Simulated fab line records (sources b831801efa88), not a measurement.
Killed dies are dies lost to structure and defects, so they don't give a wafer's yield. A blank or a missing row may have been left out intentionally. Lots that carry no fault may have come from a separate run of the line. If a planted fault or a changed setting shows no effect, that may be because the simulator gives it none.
fab line records -- flow gf180mcu
record lots=14, wafers=42, lastDay=34
route steps=602 shown M5@533 V5@545
lots that met no fault: taken from a fault-free run of the same line
startH: hours from the record's opening day to when the first of the lot's shown wafers began -- waitH: hours since the lot's step before -- " as in the row above -- L1.1+2: several wafers, shown together as one row -- - no value present, or no start provided -- * or withheld: withheld -- < > ~ a bound
route shown NAME@n: a module of which the file shows steps, and the number in the route of the first -- usual: mean/standard deviation of fault-free wafers -- same: alike in all rows -- chamber/n: place in a boat -- sites: each site's reading -- _std_site: the values' standard deviation -- _edge_site: outer sites' mean less inner sites' -- radiusMm: for every site, how far away it sits from the centre of the wafer -- mask NAME#n: copy n -- behind: the most recent tool/chamber to have shaped the wafer -- hold: cause of the lot's hold/its duration in hours/its outcome -- device: the transistor (n, p or np) that didn't switch -- end of line: the route-end tests of the same wafers -- for a step that has no rows: nothing shown but its recipe -- killed: dies that structure and defects cost at the first sort, which is not the same as the wafer's yield -- map: dies across one wafer; x = killed, . = not, _ = none there
set.NAME: the setting as run; set.NAME@STEP: as run at that earlier step -- model.NAME: the simulator's own value behind a step, which no gauge read
a sample of lots followed through the steps of the route, with each step as a table and each wafer as a row
## steps
# step GF_M5_CD_MEAS_07
# recipe targetCdNm=280
# usual cdNm=280.2/1.2
lot.wafer,tool,chamber,startH,waitH,cdNm
L264.2,cdSem-01,-,603.62,0.1,282.6
L264.3,cdSem-01,-,603.62,0.1,281.8
L264.6,cdSem-01,-,603.62,0.1,282.4
L267.3,cdSem-01,-,627.07,0.1,281.1
L267.4,cdSem-01,-,627.07,0.1,280.5
L267.5,cdSem-01,-,627.07,0.1,281.2
L268.1,cdSem-02,-,645.75,0.1,281.7
L268.4,cdSem-02,-,645.75,0.1,281.8
L268.5,cdSem-02,-,645.75,0.1,281.3
L269.3,cdSem-02,-,658.44,0.1,280.2
L269.4,cdSem-02,-,658.44,0.1,280.2
L269.6,cdSem-02,-,658.44,0.1,280.1
L271.1,cdSem-02,-,663.53,0.1,281.2
L271.2,cdSem-02,-,663.53,0.1,280.5
L271.6,cdSem-02,-,663.53,0.1,279.8
L272.1,cdSem-01,-,672.05,0.1,280.1
L272.3,cdSem-01,-,672.05,0.1,280.2
L272.5,cdSem-01,-,672.05,0.1,278.5
L274.1,cdSem-01,-,685.05,0.1,279.1
L274.3,cdSem-01,-,685.05,0.1,279.6
L274.5,cdSem-01,-,685.05,0.1,279.4
L275.3,cdSem-01,-,692.39,0.1,279.0
L275.4,cdSem-01,-,692.39,0.1,279.4
L275.6,cdSem-01,-,692.39,0.1,280.0
L276.1,cdSem-02,-,699.70,0.2,279.5
L276.3,cdSem-02,-,699.70,0.2,277.9
L276.6,cdSem-02,-,699.70,0.2,279.5
L283.3,cdSem-02,-,741.49,0.1,280.9
L283.4,cdSem-02,-,741.49,0.1,281.8
L283.5,cdSem-02,-,741.49,0.1,281.9
L284.4,cdSem-01,-,747.31,0.1,282.2
L284.5,cdSem-01,-,747.31,0.1,281.3
L284.6,cdSem-01,-,747.31,0.1,281.8
L285.2,cdSem-02,-,751.75,0.1,281.3
L285.3,cdSem-02,-,751.75,0.1,282.0
L285.5,cdSem-02,-,751.75,0.1,281.8
L286.3,cdSem-01,-,758.37,0.1,279.5
L286.4,cdSem-01,-,758.37,0.1,278.3
L286.5,cdSem-01,-,758.37,0.1,279.4
L287.2,cdSem-02,-,763.72,0.1,281.3
L287.3,cdSem-02,-,763.72,0.1,280.4
L287.5,cdSem-02,-,763.72,0.1,281.5
# step GF_V5_BOW_MEAS_05
# recipe mode=bow
# usual V5_BOW=134/9.1
lot.wafer,tool,chamber,startH,waitH,V5_BOW[um]
L264.2,filmMetro-03,-,605.04,0.3,132
L264.3,filmMetro-03,-,605.04,0.3,113
L264.6,filmMetro-03,-,605.04,0.3,140
L267.3,filmMetro-03,-,628.52,0.3,124
L267.4,filmMetro-03,-,628.52,0.3,120
L267.5,filmMetro-03,-,628.52,0.3,122
L268.1,filmMetro-03,-,647.17,0.1,145
L268.4,filmMetro-03,-,647.17,0.1,153
L268.5,filmMetro-03,-,647.17,0.1,144
L269.3,filmMetro-01,-,659.89,0.2,138
L269.4,filmMetro-01,-,659.89,0.2,138
L269.6,filmMetro-01,-,659.89,0.2,139
L271.1,filmMetro-03,-,664.95,0.1,141
L271.2,filmMetro-03,-,664.95,0.1,136
L271.6,filmMetro-03,-,664.95,0.1,135
L272.1,filmMetro-02,-,673.60,0.1,136
L272.3,filmMetro-02,-,673.60,0.1,137
L272.5,filmMetro-02,-,673.60,0.1,131
L274.1,filmMetro-02,-,686.60,0.2,120
L274.3,filmMetro-02,-,686.60,0.2,133
L274.5,filmMetro-02,-,686.60,0.2,131
L275.3,filmMetro-01,-,693.81,0.2,133
L275.4,filmMetro-01,-,693.81,0.2,142
L275.6,filmMetro-01,-,693.81,0.2,139
L276.1,filmMetro-02,-,701.40,0.1,134
L276.3,filmMetro-02,-,701.40,0.1,143
L276.6,filmMetro-02,-,701.40,0.1,143
L283.3,filmMetro-01,-,742.93,0.3,143
L283.4,filmMetro-01,-,742.93,0.3,137
L283.5,filmMetro-01,-,742.93,0.3,136
L284.4,filmMetro-01,-,748.74,0.3,129
L284.5,filmMetro-01,-,748.74,0.3,131
L284.6,filmMetro-01,-,748.74,0.3,127
L285.2,filmMetro-01,-,753.16,0.1,136
L285.3,filmMetro-01,-,753.16,0.1,137
L285.5,filmMetro-01,-,753.16,0.1,141
L286.3,filmMetro-03,-,759.78,0.3,137
L286.4,filmMetro-03,-,759.78,0.3,139
L286.5,filmMetro-03,-,759.78,0.3,138
L287.2,filmMetro-02,-,765.33,0.2,125
L287.3,filmMetro-02,-,765.33,0.2,130
L287.5,filmMetro-02,-,765.33,0.2,131
# step GF_V5_PEB_12
# recipe pebTempC=135, pebTimeS=90, resist=KrF
# usual chillPlateTempC=23.00/0.099, exhaustPa=44.9/0.93
lot.wafer,tool,chamber,startH,waitH,chillPlateTempC,exhaustPa
L264.2,lithoTrack-03,0,625.37,-,23.03,43.7
L264.3,lithoTrack-03,0,625.37,-,23.09,44.2
L264.6,lithoTrack-03,0,625.37,-,23.09,45.3
L267.3,lithoTrack-02,0,647.90,-,22.85,44.5
L267.4,lithoTrack-02,0,647.90,-,22.88,44.9
L267.5,lithoTrack-02,0,647.90,-,22.89,45.4
L268.1,lithoTrack-02,0,665.98,-,22.88,46.0
L268.4,lithoTrack-02,0,665.98,-,23.00,44.8
L268.5,lithoTrack-02,0,665.98,-,22.99,45.7
L269.3,lithoTrack-01,0,678.92,-,23.07,45.9
L269.4,lithoTrack-01,0,678.92,-,23.20,45.4
L269.6,lithoTrack-01,0,678.92,-,23.14,45.5
L271.1,lithoTrack-02,0,683.78,-,22.89,46.8
L271.2,lithoTrack-02,0,683.78,-,22.89,45.1
L271.6,lithoTrack-02,0,683.78,-,22.92,44.9
L272.1,lithoTrack-01,0,692.60,-,23.11,44.8
L272.3,lithoTrack-01,0,692.60,-,23.04,44.3
L272.5,lithoTrack-01,0,692.60,-,23.13,46.1
L274.1,lithoTrack-02,0,704.88,-,23.00,42.9
L274.3,lithoTrack-02,0,704.88,-,23.15,44.7
L274.5,lithoTrack-02,0,704.88,-,22.99,45.8
L275.3,lithoTrack-02,-,711.80,-,-,-
L275.4,lithoTrack-02,-,711.80,-,-,-
L275.6,lithoTrack-02,-,711.80,-,-,-
L276.1,lithoTrack-03,-,719.48,-,-,-
L276.3,lithoTrack-03,-,719.48,-,-,-
L276.6,lithoTrack-03,-,719.48,-,-,-
L283.3,lithoTrack-02,0,758.40,-,22.86,43.4
L283.4,lithoTrack-02,0,758.40,-,23.07,44.3
L283.5,lithoTrack-02,0,758.40,-,23.03,44.4
L284.4,lithoTrack-02,0,764.83,-,23.11,43.6
L284.5,lithoTrack-02,0,764.83,-,22.98,45.7
L284.6,lithoTrack-02,0,764.83,-,22.97,44.0
L285.2,lithoTrack-02,0,769.46,-,22.91,44.7
L285.3,lithoTrack-02,0,769.46,-,23.06,44.3
L285.5,lithoTrack-02,0,769.46,-,22.96,44.3
L286.3,lithoTrack-01,0,775.32,-,22.89,46.4
L286.4,lithoTrack-01,0,775.32,-,22.88,45.2
L286.5,lithoTrack-01,0,775.32,-,22.92,45.0
L287.2,lithoTrack-01,0,780.84,-,22.98,45.2
L287.3,lithoTrack-01,0,780.84,-,23.00,45.6
L287.5,lithoTrack-01,0,780.84,-,23.02,46.8
## key
firstSign step=GF_V5_PEB_12, reading=toolRecord, direction=missing
effect none on later readings
metAt GF_V5_PEB_12
struckLots L275,L276
laterRowsLeftOut L275.3,L275.4,L275.6,L276.1,L276.3,L276.6
sortLeftOut L275.3,L275.4,L275.6,L276.1,L276.3,L276.6
notActingAt GF_M5_CD_MEAS_07,GF_V5_BOW_MEAS_05
onsetBetween 704.88 711.80
fault kind=skippedStepWhole, tool=lithoTrack-02,lithoTrack-03, chamber=-, onsetH=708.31, steps=GF_V5_PEB_12, scope=struckLotsOnly
# sortLeftOut: the simulated sort isn't trusted on such a fault, so these wafers' sort isn't shown, and their yield isn't known
# laterRowsLeftOut: the simulator's readings of these wafers behind a module that went badly wrong aren't trusted and aren't shown, but for the sort
